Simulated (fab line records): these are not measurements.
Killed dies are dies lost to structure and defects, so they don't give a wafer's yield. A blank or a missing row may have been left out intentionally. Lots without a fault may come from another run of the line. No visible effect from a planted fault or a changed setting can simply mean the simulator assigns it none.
fab line records    flow gf180mcu    part 1 of 2: steps 1 to 27 of 39
record lots=5  wafers=15  last_day=34
route steps=602 shown POLY_GATE@165 HV_LDD@176
lots with no fault: from the same line, run without faults
start_h: start of the lot's first displayed wafer, in hours after the record's first day    wait_h: hours elapsed since this lot's preceding step    " as in the row above    L1.1+2: one row covering several wafers at once    - either no value or no given start    * or withheld: withheld    < > ~ a bound
route shown NAME@n: names a module that has steps shown in the file, with the first one's number in the route    usual: the fault-free wafers' mean and standard deviation    same: alike in all rows    chamber/n: place in a boat    sites: each site's reading    _std_site: the standard deviation of these    _edge_site: outer sites' mean less inner sites'    radius_mm: for every site, how far away it sits from the centre of the wafer    mask NAME#n: copy n    behind: tool/chamber where the wafer was last shaped    hold: the reason the lot was held/the length of the hold in hours/how it ended    device: which transistor (n, p or np) failed to switch    end of line: at the end of the route, the tests of the same wafers    a step without rows: its recipe alone    killed: count of dies lost to structure and defects at first sort (not the wafer's yield)    map: per-die view of a wafer (x killed, . not killed, _ where there is no die)
set.NAME: setting as actually run; set.NAME@STEP: the setting as run at that earlier step    model.NAME: the simulator's own value behind a step, which no gauge read
certain route steps with their lots: each step a table, each wafer a row
services: from which hour (start_h, from the record's first day; less than 0 if before it) a tool's chamber was out of use, for how many hours, and why
## steps
# step GF_POLY_GATE_PEB_08
# recipe peb_temp_c=135  peb_time_s=90  resist=KrF
# same peb_time_s=90
lot.wafer   tool            chamber  start_h  wait_h
L079.4+5+6  litho_track-01  0        -        -
L081.2+3+5  litho_track-04  0        -        -
L088.2+4+5  litho_track-02  0        -        -
L090.1+3+5  litho_track-01  0        -        -
L097.2+4+6  litho_track-04  0        -        -
# step GF_POLY_GATE_DEVELOP_09
# recipe develop_time_s=60  resist=KrF  dev_temp_c=21
lot.wafer   tool            chamber  start_h  wait_h
L079.4+5+6  litho_track-01  0        233.05   0.1
L081.2+3+5  litho_track-04  0        248.14   0.2
L088.2+4+5  litho_track-02  0        300.33   0.2
L090.1+3+5  litho_track-01  0        311.27   0.2
L097.2+4+6  litho_track-04  0        362.28   0.2
# step GF_POLY_GATE_CD_MEAS_10
# recipe target_cd_nm=280
# usual cd_nm=280.0/1.3
lot.wafer  tool       chamber  start_h  wait_h  cd_nm
L079.4     cd_sem-01  -        233.19   0.1     280.2
L079.5     "          -        "        "       282.3
L079.6     "          -        "        "       280.6
L081.2     cd_sem-02  -        248.28   0.1     279.9
L081.3     "          -        "        "       279.1
L081.5     "          -        "        "       278.9
L088.2     cd_sem-02  -        300.48   0.1     278.3
L088.4     "          -        "        "       279.3
L088.5     "          -        "        "       279.3
L090.1     cd_sem-01  -        311.42   0.1     278.1
L090.3     "          -        "        "       277.1
L090.5     "          -        "        "       279.2
L097.2     cd_sem-02  -        362.43   0.1     280.5
L097.4     "          -        "        "       278.8
L097.6     "          -        "        "       279.8
# step GF_POLY_GATE_OVL_MEAS_11
# usual POLY_GATE_OVL=-2/5.3
lot.wafer  tool        chamber  start_h  wait_h  POLY_GATE_OVL[nm]
L079.4     overlay-01  -        233.26   0.1     1
L079.5     "           -        "        "       -5
L079.6     "           -        "        "       5
L081.2     overlay-02  -        248.39   0.1     -5
L081.3     "           -        "        "       -8
L081.5     "           -        "        "       -7
L088.2     overlay-02  -        300.58   0.1     0
L088.4     "           -        "        "       1
L088.5     "           -        "        "       -2
L090.1     overlay-02  -        311.54   0.1     -7
L090.3     "           -        "        "       1
L090.5     "           -        "        "       7
L097.2     overlay-01  -        362.53   0.1     5
L097.4     "           -        "        "       4
L097.6     "           -        "        "       7
# step GF_POLY_GATE_ETCH_12
# recipe chemistry=N2/H2  target_depth_a=withheld  overetch_a=withheld  time_s=withheld  target=BARC  ion_energy_ev=200  source_w=500  bias_w=100  pressure_mtorr=30  n2_flow_sccm=100  h2_flow_sccm=200
# usual drypump_motor_current_A=5.7/0.5  n2_flow_sccm=100.0/0.31  oes_product_au=0.736/0.0046  throttle_valve_pct=13.214/0.0095
lot.wafer  tool         chamber  start_h  wait_h  drypump_motor_current_A  n2_flow_sccm  oes_product_au  throttle_valve_pct
L079.4     rie_diel-04  3        233.28   0.0     5.1                      99.7          0.740           13.211
L079.5     "            2        "        "       6.1                      100.2         0.735           13.211
L079.6     "            1        "        "       5.1                      100.2         0.741           13.222
L081.2     rie_diel-03  1        248.42   0.0     5.6                      99.6          0.738           13.197
L081.3     "            0        "        "       4.8                      99.9          0.728           13.204
L081.5     "            3        "        "       5.4                      100.2         0.737           13.221
L088.2     rie_diel-03  2        300.61   0.0     5.6                      100.0         0.724           13.208
L088.4     "            0        "        "       4.8                      99.8          0.736           13.211
L088.5     "            2        "        "       5.6                      100.4         0.735           13.207
L090.1     rie_diel-02  0        311.58   0.0     5.7                      99.6          0.737           13.208
L090.3     "            3        "        "       5.1                      100.6         0.741           13.207
L090.5     "            2        "        "       6.4                      99.6          0.741           13.207
L097.2     rie_diel-03  1        362.56   0.0     5.6                      100.5         0.736           13.222
L097.4     "            2        "        "       5.6                      99.7          0.740           13.218
L097.6     "            2        "        "       5.6                      98.8          0.738           13.208
# step GF_POLY_GATE_ETCH_13
# recipe target=poly-Si  target_depth_nm=198.5  stop_on=SiO2  over_etch_frac=0.403  chemistry=HBr/Cl2  icp_w=400  bias_w=100  pressure_mtorr=10  HBr_flow_sccm=150  Cl2_flow_sccm=50  time_s=69.6
# usual drypump_motor_current_A=5.7/0.59  oes_product_au=0.994/0.0063  throttle_valve_pct=33.683/0.009
# same over_etch_frac=0.403  time_s=69.6
lot.wafer  tool       chamber  start_h  wait_h  drypump_motor_current_A  oes_product_au  rf_hours_counter_h  throttle_valve_pct
L079.4     rie_si-02  0        233.33   -       5.8                      1.006           6                   33.679
L079.5     "          3        "        "       6.8                      0.998           -                   33.704
L079.6     "          0        "        "       5.8                      0.997           -                   33.685
L081.2     rie_si-01  0        248.47   -       5.3                      0.998           23                  33.685
L081.3     "          1        "        "       5.6                      0.996           3                   33.679
L081.5     "          2        "        "       5.8                      0.993           -                   33.672
L088.2     rie_si-02  0        300.66   -       5.8                      0.998           7                   33.667
L088.4     "          2        "        "       6.4                      0.986           37                  33.700
L088.5     "          0        "        "       5.7                      0.991           -                   33.681
L090.1     rie_si-02  2        311.63   -       6.4                      0.994           37                  33.670
L090.3     "          3        "        "       6.8                      1.002           18                  33.676
L090.5     "          3        "        "       6.8                      0.995           -                   33.693
L097.2     rie_si-01  3        362.62   -       4.7                      0.984           4                   33.670
L097.4     "          2        "        "       5.7                      0.994           41                  33.688
L097.6     "          2        "        "       5.7                      0.993           -                   33.685
# step GF_POLY_GATE_STRIP_14
# recipe chemistry=O2/N2  power_w=1400  pressure_mtorr=1500  platen_temp_c=250  o2_flow_sccm=3000  n2_flow_sccm=300  overash_fraction=0.5
# usual drypump_motor_current_A=5.6/0.35  heater_power_w=328/45  n2_flow_sccm=300.0/0.88  oes_product_au=0.505/0.0051
lot.wafer  tool             chamber  start_h  wait_h  drypump_motor_current_A  heater_power_w  n2_flow_sccm  oes_product_au  rf_hours_counter_h
L079.4     plasma_asher-01  1        233.42   0.1     6.1                      384             299.5         0.506           -
L079.5     "                0        "        "       5.3                      278             300.8         0.506           -
L079.6     "                1        "        "       6.1                      385             299.5         0.497           -
L081.2     plasma_asher-01  1        248.52   0.0     6.1                      378             302.1         0.502           61
L081.3     "                1        "        "       6.1                      383             300.4         0.503           -
L081.5     "                0        "        "       5.3                      279             301.1         0.500           -
L088.2     plasma_asher-01  0        300.72   0.0     5.3                      285             298.4         0.503           66
L088.4     "                1        "        "       6.0                      377             301.4         0.509           -
L088.5     "                1        "        "       6.0                      382             300.0         0.502           -
L090.1     plasma_asher-01  1        311.69   0.0     6.0                      374             299.3         0.514           67
L090.3     "                1        "        "       6.1                      379             299.3         0.503           -
L090.5     "                0        "        "       5.3                      290             299.9         0.491           -
L097.2     plasma_asher-04  1        362.67   0.0     5.2                      289             301.8         0.507           64
L097.4     "                1        "        "       5.2                      285             301.9         0.506           -
L097.6     "                1        "        "       5.2                      286             302.1         0.514           -
# step GF_POLY_GATE_CLEAN_15
# recipe chemistry=SC1/SC2  mix=1:4:20  temp_c=70  time_s=150  dry=n2_spin
# same time_s=150
lot.wafer   tool          chamber  start_h  wait_h
L079.4+5+6  wet_bench-01  2        233.49   0.0
L081.2+3+5  wet_bench-03  1        248.62   0.1
L088.2+4+5  wet_bench-03  0        300.82   0.1
L090.1+3+5  wet_bench-03  0        311.79   0.1
L097.2+4+6  wet_bench-01  2        362.77   0.1
# step GF_POLY_GATE_OXIDATION_16
# recipe temp_c=850  ambient=O2  stabilise_s=600  purge_s=300  target_thk_a=40  ox_time_s=899
# usual ox_temp_c_max=855.5/0.95  tube_center_temp_C=849.99/0.079  tube_center_temp_C_max=852.2/0.35  zone_power_bottom_pct=21.5/0.35  zone_power_centre_pct=16.4/0.99
# same ox_time_s=899
lot.wafer  tool        chamber  start_h  wait_h  ox_temp_c_max  tube_center_temp_C  tube_center_temp_C_max  zone_power_bottom_pct  zone_power_centre_pct
L079.4     furnace-02  0        233.54   0.0     855.5          850.06              852.5                   21.6                   15.1
L079.5     "           0        "        "       854.4          849.95              852.0                   21.9                   15.5
L079.6     "           0        "        "       855.8          850.04              852.3                   21.7                   15.5
L081.2     furnace-01  0        248.67   0.0     855.6          849.86              852.2                   21.3                   17.1
L081.3     "           0        "        "       856.6          849.95              852.4                   21.0                   17.0
L081.5     "           0        "        "       856.8          850.01              852.4                   21.6                   17.5
L088.2     furnace-02  0        303.16   2.3     854.4          850.06              852.0                   21.6                   15.1
L088.4     "           0        "        "       855.1          849.85              852.5                   22.0                   15.3
L088.5     "           0        "        "       854.3          849.98              852.7                   21.6                   15.4
L090.1     furnace-01  0        312.75   0.9     856.6          849.96              852.1                   21.5                   17.6
L090.3     "           0        "        "       855.4          850.01              852.4                   21.0                   17.2
L090.5     "           0        "        "       857.1          850                 852.8                   21.4                   17.1
L097.2     furnace-01  0        362.82   0.0     854.5          849.92              852.6                   21.1                   17.4
L097.4     "           0        "        "       858.8          849.89              852.3                   20.8                   17.1
L097.6     "           0        "        "       856.3          850.03              852.5                   21.1                   17.3
# step GF_POLY_GATE_THK_MEAS_17
# recipe reads=SiO2_of_POLY_GATE_OXIDATION_16
# usual POLY_GATE_OXIDATION_THK=3.98/0.1
lot.wafer  tool           chamber  start_h  wait_h  POLY_GATE_OXIDATION_THK[nm]
L079.4     film_metro-03  -        234.82   0.0     3.96
L079.5     "              -        "        "       4.03
L079.6     "              -        "        "       3.99
L081.2     film_metro-01  -        249.93   0.0     3.98
L081.3     "              -        "        "       3.94
L081.5     "              -        "        "       3.92
L088.2     film_metro-01  -        304.42   0.0     4.08
L088.4     "              -        "        "       4.07
L088.5     "              -        "        "       4.06
L090.1     film_metro-03  -        314.00   0.0     3.90
L090.3     "              -        "        "       3.96
L090.5     "              -        "        "       3.89
L097.2     film_metro-04  -        364.08   0.0     3.95
L097.4     "              -        "        "       3.90
L097.6     "              -        "        "       3.89
# step GF_POLY_GATE_CD_MEAS_18
# usual cd_nm=280.1/1.8
lot.wafer  tool       chamber  start_h  wait_h  cd_nm
L079.4     cd_sem-02  -        234.93   0.1     277.8
L079.5     "          -        "        "       282.6
L079.6     "          -        "        "       278.9
L081.2     cd_sem-02  -        250.01   0.1     280.7
L081.3     "          -        "        "       277.4
L081.5     "          -        "        "       277.9
L088.2     cd_sem-01  -        304.50   0.1     279.9
L088.4     "          -        "        "       280.3
L088.5     "          -        "        "       280.7
L090.1     cd_sem-01  -        314.06   0.1     279.0
L090.3     "          -        "        "       277.5
L090.5     "          -        "        "       279.9
L097.2     cd_sem-02  -        364.18   0.1     281.1
L097.4     "          -        "        "       280.4
L097.6     "          -        "        "       280.8
# step GF_HV_LDD_DEHYDRATE_00
# recipe temp_c=200  time_s=60
# same time_s=60
lot.wafer   tool            chamber  start_h  wait_h
L079.4+5+6  litho_track-01  0        242.60   7.6
L081.2+3+5  litho_track-04  0        259.19   9.1
L088.2+4+5  litho_track-03  0        313.50   9.0
L090.1+3+5  litho_track-04  0        323.81   9.7
L097.2+4+6  litho_track-01  0        374.75   10.5
# step GF_HV_LDD_HMDS_01
# recipe prime_time_s=60  prime_temp_c=120
lot.wafer   tool            chamber  start_h  wait_h
L079.4+5+6  litho_track-01  0        242.75   0.1
L081.2+3+5  litho_track-04  0        259.34   0.1
L088.2+4+5  litho_track-03  0        313.65   0.1
L090.1+3+5  litho_track-04  0        323.96   0.1
L097.2+4+6  litho_track-01  0        374.90   0.1
# step GF_HV_LDD_COAT_02
# recipe resist=NOVOLAK  spin_rpm=3000  resist_thk_nm=1000
# usual dispense_pressure_kPa=51/3.5
lot.wafer  tool            chamber  start_h  wait_h  dispense_pressure_kPa
L079.4     litho_track-01  0        242.90   0.1     52
L079.5     "               0        "        "       52
L079.6     "               0        "        "       52
L081.2     litho_track-04  0        259.49   0.1     47
L081.3     "               0        "        "       47
L081.5     "               0        "        "       47
L088.2     litho_track-03  0        313.80   0.1     56
L088.4     "               0        "        "       56
L088.5     "               0        "        "       56
L090.1     litho_track-04  0        324.11   0.1     47
L090.3     "               0        "        "       47
L090.5     "               0        "        "       47
L097.2     litho_track-01  0        375.05   0.1     52
L097.4     "               0        "        "       52
L097.6     "               0        "        "       52
# step GF_HV_LDD_SOFTBAKE_03
# recipe temp_c=90  time_s=60  resist=NOVOLAK
# same time_s=60
lot.wafer   tool            chamber  start_h  wait_h
L079.4+5+6  litho_track-01  0        243.05   0.1
L081.2+3+5  litho_track-04  0        259.64   0.1
L088.2+4+5  litho_track-03  0        313.95   0.1
L090.1+3+5  litho_track-04  0        324.26   0.1
L097.2+4+6  litho_track-01  0        375.20   0.1
# step GF_HV_LDD_EXPOSE_04
# recipe mask_id=Nplus_LV_AREA  target_cd_nm=400  na=0.6  source_shape=conventional  sigma_outer=0.6  dose_mj=140
# usual reticle_temp_C=23.00/0.11
# same sigma_outer=0.6
lot.wafer  tool              chamber  start_h  wait_h  mask             reticle_temp_C
L079.4     iline_stepper-02  0        -        -       Nplus_LV_AREA#0  23.05
L079.5     "                 0        "        "       Nplus_LV_AREA#0  22.92
L079.6     "                 0        "        "       Nplus_LV_AREA#0  23.07
L081.2     iline_stepper-02  0        -        -       Nplus_LV_AREA#0  22.97
L081.3     "                 0        "        "       Nplus_LV_AREA#0  23.10
L081.5     "                 0        "        "       Nplus_LV_AREA#0  22.87
L088.2     iline_stepper-02  0        -        -       Nplus_LV_AREA#0  22.88
L088.4     "                 0        "        "       Nplus_LV_AREA#0  22.72
L088.5     "                 0        "        "       Nplus_LV_AREA#0  22.86
L090.1     iline_stepper-01  0        -        -       Nplus_LV_AREA#0  22.95
L090.3     "                 0        "        "       Nplus_LV_AREA#0  22.91
L090.5     "                 0        "        "       Nplus_LV_AREA#0  23.03
L097.2     iline_stepper-02  0        -        -       Nplus_LV_AREA#0  22.92
L097.4     "                 0        "        "       Nplus_LV_AREA#0  23.01
L097.6     "                 0        "        "       Nplus_LV_AREA#0  22.99
# step GF_HV_LDD_PEB_05
# recipe temp_c=withheld  time_s=*  resist=NOVOLAK
# same time_s=*
lot.wafer   tool            chamber  start_h  wait_h
L079.4+5+6  litho_track-01  0        -        -
L081.2+3+5  litho_track-03  0        -        -
L088.2+4+5  litho_track-03  0        -        -
L090.1+3+5  litho_track-01  0        -        -
L097.2+4+6  litho_track-04  0        -        -
# step GF_HV_LDD_DEVELOP_06
# recipe develop_time_s=60  dev_temp_c=23
lot.wafer   tool            chamber  start_h  wait_h
L079.4+5+6  litho_track-01  0        252.65   0.1
L081.2+3+5  litho_track-03  0        268.60   0.1
L088.2+4+5  litho_track-03  0        324.10   0.1
L090.1+3+5  litho_track-01  0        334.57   0.1
L097.2+4+6  litho_track-04  0        386.53   0.1
# step GF_HV_LDD_CD_MEAS_07
# recipe target_cd_nm=400
# usual cd_nm=399.7/2.5
lot.wafer  tool       chamber  start_h  wait_h  cd_nm
L079.4     cd_sem-01  -        252.79   0.1     398.3
L079.5     "          -        "        "       399.8
L079.6     "          -        "        "       398.7
L081.2     cd_sem-01  -        268.75   0.1     401.9
L081.3     "          -        "        "       403.6
L081.5     "          -        "        "       402.1
L088.2     cd_sem-02  -        324.25   0.1     401.6
L088.4     "          -        "        "       400.8
L088.5     "          -        "        "       401.1
L090.1     cd_sem-02  -        334.72   0.1     399.9
L090.3     "          -        "        "       398.4
L090.5     "          -        "        "       397.5
L097.2     cd_sem-01  -        386.68   0.1     397.9
L097.4     "          -        "        "       398.8
L097.6     "          -        "        "       398.0
# step GF_HV_LDD_OVL_MEAS_08
# usual HV_LDD_OVL=0.1/1.2
lot.wafer  tool        chamber  start_h  wait_h  HV_LDD_OVL[nm]
L079.4     overlay-02  -        252.86   0.1     -2.0
L079.5     "           -        "        "       -0.5
L079.6     "           -        "        "       -0.9
L081.2     overlay-01  -        268.85   0.1     1.8
L081.3     "           -        "        "       -0.3
L081.5     "           -        "        "       -0.4
L088.2     overlay-02  -        324.35   0.1     1.0
L088.4     "           -        "        "       0.3
L088.5     "           -        "        "       2.6
L090.1     overlay-01  -        334.86   0.1     0.0
L090.3     "           -        "        "       0.4
L090.5     "           -        "        "       -1.1
L097.2     overlay-02  -        386.78   0.1     -1.7
L097.4     "           -        "        "       0.0
L097.6     "           -        "        "       -1.9
# step GF_HV_LDD_IMPLANT_09
# recipe species=As  energy_kev=40  dose_cm2=1e+14  tilt_deg=7
# usual faraday_current_uA=565/11
lot.wafer  tool          chamber  start_h  wait_h  faraday_current_uA
L079.4     implanter-03  0        252.96   0.1     563
L079.5     "             0        "        "       563
L079.6     "             0        "        "       569
L081.2     implanter-02  0        268.91   0.0     565
L081.3     "             0        "        "       573
L081.5     "             0        "        "       567
L088.2     implanter-01  0        324.41   0.0     568
L088.4     "             0        "        "       552
L088.5     "             0        "        "       549
L090.1     implanter-03  0        334.90   0.0     565
L090.3     "             0        "        "       585
L090.5     "             0        "        "       557
L097.2     implanter-02  0        386.84   0.0     574
L097.4     "             0        "        "       568
L097.6     "             0        "        "       575
# step GF_HV_LDD_STRIP_10
# recipe chemistry=O2/N2  power_w=1400  pressure_mtorr=1500  platen_temp_c=250  o2_flow_sccm=3000  n2_flow_sccm=300  overash_fraction=0.5
# usual drypump_motor_current_A=5.9/0.52  heater_power_w=326/33  n2_flow_sccm=300.0/0.95  oes_product_au=0.716/0.0047  strip_time_to_endpoint_s=12.63/0.042
lot.wafer  tool             chamber  start_h  wait_h  drypump_motor_current_A  heater_power_w  n2_flow_sccm  oes_product_au  rf_hours_counter_h  strip_time_to_endpoint_s
L079.4     plasma_asher-04  0        253.07   0.1     5.6                      323             298.6         0.717           -                   12.64
L079.5     "                0        "        "       5.7                      329             300.5         0.715           -                   12.59
L079.6     "                1        "        "       5.2                      290             299.4         0.710           -                   12.64
L081.2     plasma_asher-04  0        269.03   0.1     5.6                      330             300.1         0.715           51                  12.67
L081.3     "                1        "        "       5.2                      286             298.9         0.719           -                   12.67
L081.5     "                1        "        "       5.2                      283             298.3         0.714           -                   12.67
L088.2     plasma_asher-04  1        324.53   0.1     5.2                      293             299.8         0.720           58                  12.57
L088.4     "                0        "        "       5.7                      316             300.9         0.718           -                   12.56
L088.5     "                0        "        "       5.6                      327             299.9         0.716           -                   12.63
L090.1     plasma_asher-04  0        335.09   0.2     5.6                      324             300.5         0.726           60                  12.65
L090.3     "                0        "        "       5.6                      313             300.5         0.712           -                   12.63
L090.5     "                1        "        "       5.3                      280             300.7         0.718           -                   12.61
L097.2     plasma_asher-04  1        386.96   0.1     5.2                      285             301.1         0.716           67                  12.62
L097.4     "                0        "        "       5.6                      322             300.1         0.717           -                   12.63
L097.6     "                0        "        "       5.6                      308             300.7         0.710           -                   12.63
# step GF_HV_LDD_TW_MEAS_11
# usual HV_LDD_TW=2412/19
lot.wafer  tool           chamber  start_h  wait_h  HV_LDD_TW
L079.4     film_metro-03  -        253.16   0.1     2424
L079.5     "              -        "        "       2427
L079.6     "              -        "        "       2400
L081.2     film_metro-02  -        269.14   0.1     2388
L081.3     "              -        "        "       2397
L081.5     "              -        "        "       2378
L088.2     film_metro-02  -        324.64   0.1     2411
L088.4     "              -        "        "       2405
L088.5     "              -        "        "       2405
L090.1     film_metro-04  -        335.19   0.1     2391
L090.3     "              -        "        "       2393
L090.5     "              -        "        "       2400
L097.2     film_metro-03  -        387.07   0.1     2444
L097.4     "              -        "        "       2412
L097.6     "              -        "        "       2418
# step GF_HV_LDD_DEHYDRATE_12
# recipe temp_c=200  time_s=60
# same time_s=60
lot.wafer   tool            chamber  start_h  wait_h
L079.4+5+6  litho_track-03  0        262.10   8.9
L081.2+3+5  litho_track-04  0        278.03   8.9
L088.2+4+5  litho_track-03  0        334.45   9.8
L090.1+3+5  litho_track-04  0        345.21   10.0
L097.2+4+6  litho_track-01  0        398.15   11.1
# step GF_HV_LDD_HMDS_13
# recipe prime_time_s=60  prime_temp_c=120
lot.wafer   tool            chamber  start_h  wait_h
L079.4+5+6  litho_track-03  0        262.25   0.1
L081.2+3+5  litho_track-04  0        278.18   0.1
L088.2+4+5  litho_track-03  0        334.60   0.1
L090.1+3+5  litho_track-04  0        345.36   0.1
L097.2+4+6  litho_track-01  0        398.30   0.1
# step GF_HV_LDD_COAT_14
# recipe resist=NOVOLAK  spin_rpm=3000  resist_thk_nm=1000
# usual dispense_pressure_kPa=51/3.5
lot.wafer  tool            chamber  start_h  wait_h  dispense_pressure_kPa
L079.4     litho_track-03  0        262.40   0.1     56
L079.5     "               0        "        "       55
L079.6     "               0        "        "       56
L081.2     litho_track-04  0        278.33   0.1     47
L081.3     "               0        "        "       47
L081.5     "               0        "        "       47
L088.2     litho_track-03  0        334.75   0.1     56
L088.4     "               0        "        "       56
L088.5     "               0        "        "       56
L090.1     litho_track-04  0        345.51   0.1     47
L090.3     "               0        "        "       47
L090.5     "               0        "        "       47
L097.2     litho_track-01  0        398.45   0.1     52
L097.4     "               0        "        "       52
L097.6     "               0        "        "       52
# step GF_HV_LDD_SOFTBAKE_15
# recipe temp_c=90  time_s=60  resist=NOVOLAK
# same time_s=60
lot.wafer   tool            chamber  start_h  wait_h
L079.4+5+6  litho_track-03  0        262.55   0.1
L081.2+3+5  litho_track-04  0        278.48   0.1
L088.2+4+5  litho_track-03  0        334.90   0.1
L090.1+3+5  litho_track-04  0        345.66   0.1
L097.2+4+6  litho_track-01  0        398.60   0.1
